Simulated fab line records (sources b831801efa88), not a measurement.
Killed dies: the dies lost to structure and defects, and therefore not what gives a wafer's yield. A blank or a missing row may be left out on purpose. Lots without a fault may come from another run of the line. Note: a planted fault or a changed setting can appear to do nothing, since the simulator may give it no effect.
A lot that was struck, set against a sound lot | flow sky130 | 22 out of 708 route steps
Sound: these wafers, L931.1, L931.2, L931.6. Wafers struck: L934.1, L934.4, L934.6. The cause is named last.
Per side, at each step with rows, come the tool, then ch with its chambers, and then its first start. Under that, the readings that differ: sound wafers | struck wafers | difference of the means | sigmas: that difference in standard deviations of wafers without a fault.
alike: same words and numbers on both sides, and readings whose means sit less than 2 such deviations apart. not compared: any withheld reading, any reading some wafer has no value for, any bound like >300 that may hide the same value, and any number with overlapping values for which the record gives no deviation.
A row with sigmas, a row that says differs or no value, or rows on one side alone: a step with any of these is where the two part. Numbers that have no deviation but don't overlap get no sigmas and don't part them. A reading that every wafer of one side lacks parts them only if that side has two wafers or more.

SKY_METAL4_SPUTTER_00: material Ti, target thk 15 nm, time 10 s.
  struck on pvd-sputter-02, day 41 21:34; sound on pvd-sputter-02, day 40 22:31
  alike: throttle-valve-pct
SKY_METAL4_SPUTTER_01: material TiN, target thk 20 nm, time 16.7 s.
  struck on pvd-sputter-02, day 41 21:35; sound on pvd-sputter-02, day 40 22:32
  alike: throttle-valve-pct
SKY_METAL4_SPUTTER_02: material AlCu, target thk 735 nm, time 39.1 s.
  struck on pvd-sputter-02, day 41 21:36; sound on pvd-sputter-02, day 40 22:34
  alike: throttle-valve-pct
then, 1 step without rows for these wafers: SKY_METAL4_SPUTTER_03 (material Ti, target thk 5 nm, time 3.3 s).
SKY_METAL4_SPUTTER_04: material TiN, target thk 70 nm, time 58.3 s.
  struck on pvd-sputter-02, day 41 21:40; sound on pvd-sputter-02, day 40 22:38
  alike: throttle-valve-pct
SKY_CAP2M_CVD_00: deposits SiO2, target thk 15.5 nm.
  sound on pecvd-04 ch 0,2, day 40 22:41; struck on pecvd-02 ch 1,2, day 41 21:43
  alike: heater-power-w
SKY_CAP2M_THK_MEAS_01:
  struck on film-metro-03, day 41 21:44; sound on film-metro-04, day 40 22:42
  alike: CAP2M_CVD_00_THK
then, 1 step without rows for these wafers: SKY_CAP2M_SPUTTER_02 (material TiN, target thk 200 nm, time 166.7 s).
SKY_CAP2M_RS_MEAS_03: measures by four-point-probe.
  struck on film-metro-04, day 41 21:54; sound on film-metro-02, day 40 22:52
  alike: CAP2M_TIN_RS
SKY_CAP2M_THK_MEAS_04: measures by xrf.
  struck on film-metro-04, day 41 22:01; sound on film-metro-02, day 40 22:59
  alike: CAP2M_TIN_THK
then, 2 steps without rows for these wafers: SKY_CAP2M_DEHYDRATE_05 (time 60 s); SKY_CAP2M_HMDS_06 (prime time 60 s).
SKY_CAP2M_COAT_07: resist thk 1140 nm.
  sound on litho-track-04 ch 0, day 41 09:29; struck on litho-track-04 ch 0, day 42 08:41
  reading                                    | sound          | struck         | difference | sigmas
  model.NOVOLAK_of_CAP2M_COAT_07.thk-nm (nm) | 1142 1142 1143 | 1159 1158 1154 | +15        |
then, 4 steps without rows for these wafers: SKY_CAP2M_SOFTBAKE_08 (time 60 s); SKY_CAP2M_EXPOSE_09 (exposes mask CAP2M, target cd 1000 nm); SKY_CAP2M_PEB_10; SKY_CAP2M_DEVELOP_11 (develop time 60 s).
SKY_CAP2M_OVL_MEAS_12:
  struck on overlay-01, day 42 20:59; sound on overlay-01, day 41 21:35
  alike: CAP2M_OVL
SKY_CAP2M_METAL_ETCH_13: etches TiN in Cl2/BCl3, stops on SiO2, target depth 220 nm, time 62.9 s.
  sound on rie-metal-03 ch 0,1, day 41 21:38; struck on rie-metal-02 ch 0, day 42 21:02
  reading                                    | sound             | struck         | difference | sigmas
  model.NOVOLAK_of_CAP2M_COAT_07.thk-nm (nm) | 994.5 995.3 994.2 | 1015 1014 1007 | +17        |
  alike: bcl3-flow-sccm, drypump-motor-current-A, oes-product-au, throttle-valve-pct
  not compared: rf-hours-counter-h
SKY_CAP2M_STRIP_14: strips in O2/N2.
  sound on plasma-asher-03 ch 0,1, day 41 21:43; struck on plasma-asher-03 ch 0,1, day 42 21:07
  reading                      | sound             | struck            | difference | sigmas
  strip-time-to-endpoint-s (s) | 12.67 12.67 12.65 | 12.84 12.82 12.83 | +0.17      | +4
  alike: drypump-motor-current-A, oes-product-au
  not compared: rf-hours-counter-h
then, 1 step without rows for these wafers: SKY_CAP2M_STRIP_15 (strips in post etch residue remover, time 1200 s).
-- the record jumps here: 5 days lie between the struck wafers' starts before and after (it left off in module CAP2M and takes up again in module PAD_OPEN, whose first step shown is number 708 of the route) --
SKY_PAD_OPEN_PROBE_99:
  struck on prober-02, day 47 16:31; sound on prober-01, day 46 19:04
  alike: defect-limited-yield, killed_at_M0_to_M3, killed_at_M4_up, killed-at-contacts, killed-at-front-end, killed-at-other, killed-dies, killed-on-rim, killed-open, killed-short, sort_bin_3_pad_short, sort_bin_5_function, sort_bin_6_memory, sort-n-pass, sort-yield-pct

== WHERE THEY PART ==
Only at SKY_CAP2M_STRIP_14, within this record. Later steps at which nothing parts them and some readings are alike: SKY_PAD_OPEN_PROBE_99.

WHY: what had been put in by the simulator
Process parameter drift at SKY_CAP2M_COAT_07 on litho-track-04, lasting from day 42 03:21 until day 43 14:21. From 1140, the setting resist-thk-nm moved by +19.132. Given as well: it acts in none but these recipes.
